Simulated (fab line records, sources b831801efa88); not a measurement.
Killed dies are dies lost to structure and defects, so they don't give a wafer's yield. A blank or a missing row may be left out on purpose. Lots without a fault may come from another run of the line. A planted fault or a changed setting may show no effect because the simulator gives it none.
A struck lot beside a sound one | flow sky130 | 14 steps out of a route of 708
Sound: wafers L372.2, L372.3, L372.5. Struck: wafers L386.2, L386.4, L386.6. The cause comes at the end.
At each step with rows: each side's tool, then ch and its chambers, then its first start. Under that, the readings that differ: sound wafers | struck wafers | difference of the means | sigmas: that difference in standard deviations of wafers without a fault.
alike: readings whose means differ by less than 2 such deviations, and words and numbers that are the same on both sides. not compared: withheld readings, readings that some wafer has no value for, bounds like >300 that may hide the same value, and numbers for which the record gives no deviation and whose values overlap.
The two part at a step that has a row with sigmas, a row that says differs or no value, or rows on one side only. Numbers that don't overlap but have no deviation are shown without sigmas and don't part them. A reading that every wafer of one side lacks parts them only if that side has two wafers or more.

SKY_NWELL_RS_MEAS_29: measures by four-point-probe.
  sound on film_metro-01, day 7 22:02; struck on film_metro-04, day 10 19:29
  alike: NWELL_RS
SKY_NWELL_RS_MEAS_31: measures by four-point-probe.
  sound on film_metro-01, day 7 22:16; struck on film_metro-04, day 10 19:43
  alike: PWDE_RS
then, 7 steps without rows for these wafers: SKY_VT_ADJUST_HVTP_DEHYDRATE_00 (time 60 s); SKY_VT_ADJUST_HVTP_HMDS_01 (prime time 60 s); SKY_VT_ADJUST_HVTP_COAT_02 (resist thk 1140 nm); SKY_VT_ADJUST_HVTP_SOFTBAKE_03 (time 60 s); SKY_VT_ADJUST_HVTP_EXPOSE_04 (exposes mask HVTPM, target cd 380 nm); SKY_VT_ADJUST_HVTP_PEB_05; SKY_VT_ADJUST_HVTP_DEVELOP_06 (develop time 60 s).
SKY_VT_ADJUST_HVTP_CD_MEAS_07: target cd 380 nm.
  sound on cd_sem-01, day 8 18:20; struck on cd_sem-01, day 11 19:32
  alike: cd_nm
SKY_VT_ADJUST_HVTP_OVL_MEAS_08:
  sound on overlay-01, day 8 18:26; struck on overlay-02, day 11 19:38
  alike: VT_ADJUST_HVTP_OVL
SKY_VT_ADJUST_HVTP_IMPLANT_09:
  sound on implanter-01 ch 0, day 8 18:29; struck on implanter-03 ch 0, day 11 19:41
  reading                   | sound                | struck               | difference | sigmas
  beam_energy_keV           | 149.97 149.92 149.96 | 164.28 164.25 164.23 | +14.30     | +99 or more
  model.implant.rp_nm (nm)  | 87.44 87.44 87.44    | 93.52 93.52 93.52    | +6.08      |
  model.implant.drp_nm (nm) | 33.4 33.4 33.4       | 36.01 36.01 36.01    | +2.61      |
  alike: beam_on_s, faraday_current_uA
SKY_VT_ADJUST_HVTP_STRIP_10: strips in O2/N2.
  sound on plasma_asher-04 ch 0,1, day 8 18:37; struck on plasma_asher-02 ch 0,1, day 11 19:49
  alike: drypump_motor_current_A, oes_product_au, strip_time_to_endpoint_s
  not compared: rf_hours_counter_h
-- the record jumps here: 39 days lie between the struck wafers' starts before and after (it left off in module VT_ADJUST_HVTP and takes up again in module PAD_OPEN, whose first step shown is number 708 of the route) --
SKY_PAD_OPEN_PROBE_99:
  sound on prober-01, day 48 03:59; struck on prober-01, day 50 18:41
  reading                                  | sound                | struck               | difference | sigmas
  model.etest.tip_p.rs_ohm_sq              | 6706 6716 6712       | 6468 6450 6434       | -261       |
  model.etest.pfet_01v8.r_on_ohm_um        | 2889 2943 2850       | 2771 2755 2747       | -136       |
  model.etest.pfet_01v8.drive_ua_um        | 195.4 192.4 198.9    | 205.3 208.7 206.4    | +11.2      |
  model.etest.pfet_01v8_mvt.drive_ua_um    | 156.7 152.4 157.2    | 166.3 166.8 167.4    | +11.4      |
  model.etest.pfet_01v8_hvt.drive_ua_um    | 144.1 141.8 146.6    | 152.8 155.6 155.2    | +10.4      |
  model.etest.sram_pfet_latch.drive_ua_um  | 142 144.5 142.6      | 150.1 157.2 151.4    | +9.9       |
  model.etest.pfet_01v8_mvt.off_log10_a_um | -9.819 -10.02 -9.866 | -9.012 -9.232 -9.06  | +0.800     |
  model.etest.pfet_01v8.off_log10_a_um     | -9.072 -9.453 -9.054 | -8.489 -8.578 -8.618 | +0.631     |
  alike: killed_at_M0_to_M3, killed_at_M4_up, killed_at_contacts, killed_at_front_end, killed_at_other, killed_dies, killed_open, killed_short

WHERE THEY PART
Only at SKY_VT_ADJUST_HVTP_IMPLANT_09, within this record. Later steps at which nothing parts them and some readings are alike: SKY_VT_ADJUST_HVTP_STRIP_10, SKY_PAD_OPEN_PROBE_99.

WHY: what the simulator had put in
Process parameter drift: implanter-03, from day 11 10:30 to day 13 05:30, at SKY_VT_ADJUST_HVTP_IMPLANT_09. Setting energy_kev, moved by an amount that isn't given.
